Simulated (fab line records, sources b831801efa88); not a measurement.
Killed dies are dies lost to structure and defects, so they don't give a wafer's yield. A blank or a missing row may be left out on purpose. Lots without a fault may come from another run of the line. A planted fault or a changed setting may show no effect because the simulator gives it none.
One fault seen from 2 desks | flow sky130 | each desk has only its own numbers; what lay behind them comes last

THE METROLOGY DESK
What the gauges read, lot by lot, whatever tool the lot ran on: means of the sampled wafers that have a number. A lot is out of limits, marked OUT, if its mean lies more than 4 standard deviations from the usual mean; the brackets give that distance.
Columns: A = NWELL_2_TW at SKY_NWELL_TW_MEAS_26, usual 494; B = cd_nm at SKY_METAL3_CD_MEAS_13, usual 300.2 nm
lot  | first seen here | A              | B
L288 | day 5 15:38     | 487            | 298.6
L289 | day 5 23:26     | 491            | 297.4
L290 | day 6 04:24     | 489            | 301.9
L297 | day 7 20:07     | 490            | 299.6
L300 | day 8 12:47     | 465 (-4.3) OUT | 299.4
L301 | day 8 19:03     | 471            | 303.2
L302 | day 9 00:07     | 492            | 301.3
L304 | day 9 13:11     | 492            | 300.1
L305 | day 9 17:42     | 490            | 300.1
L306 | day 9 22:23     | 489            | 298.8
L307 | day 10 06:02    | 491            | 301.5
L308 | day 10 20:05    | 505            | 299.6
This desk's finding: out of limits on L300; first on L300, day 8 12:47 (NWELL_2_TW at SKY_NWELL_TW_MEAS_26). In limits: L288, L289, L290, L297, L301, L302, L304, L305, L306, L307, L308.

THE TOOL OWNER'S DESK: implanter-03
The tool's own readings at SKY_NWELL_IMPLANT_24: means of the sampled wafers that have a number, for each lot that ran on this tool. A lot is out of limits, marked OUT, if its mean lies more than 4 standard deviations from the usual mean; the brackets give that distance.
Columns: A = beam_on_s at SKY_NWELL_IMPLANT_24, usual 9.97 s; B = dose_ions_cm2 at SKY_NWELL_IMPLANT_24, usual 9.2e+12; C = faraday_current_uA at SKY_NWELL_IMPLANT_24, usual 52.0
lot  | first seen here | A     | B                         | C
L289 | day 5 23:12     | 9.99  | 9.2e+12                   | 51.8
L290 | day 6 04:09     | 10.12 | 9.2e+12                   | 51.2
L300 | day 8 12:34     | 9.72  | 8.0e+12 (-99 or more) OUT | 46.2 (-5.8) OUT
L301 | day 8 18:48     | 10.13 | 8.0e+12 (-99 or more) OUT | 44.4 (-7.6) OUT
This desk's finding: out of limits on L300, L301; first on L300, day 8 12:34 (dose_ions_cm2 at SKY_NWELL_IMPLANT_24). In limits: L289, L290.

PUT TOGETHER
The tool owner's desk could have raised an alarm at day 8 12:34, on L300, L301.
The metrology desk could have raised an alarm at day 8 12:47, on L300.
The metrology desk has L301 on record, within its limits.
Of the lots named, all ran SKY_NWELL_IMPLANT_24 on implanter-03.

WHAT THE SIMULATOR HAD PUT IN
Process parameter drift: implanter-03, from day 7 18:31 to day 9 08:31, at SKY_NWELL_IMPLANT_24. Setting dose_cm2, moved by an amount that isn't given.
Lots struck among those shown: L300, L301.
Hours from the fault's start to each desk's first reading out of limits: the tool owner's desk, 18; the metrology desk, 18.
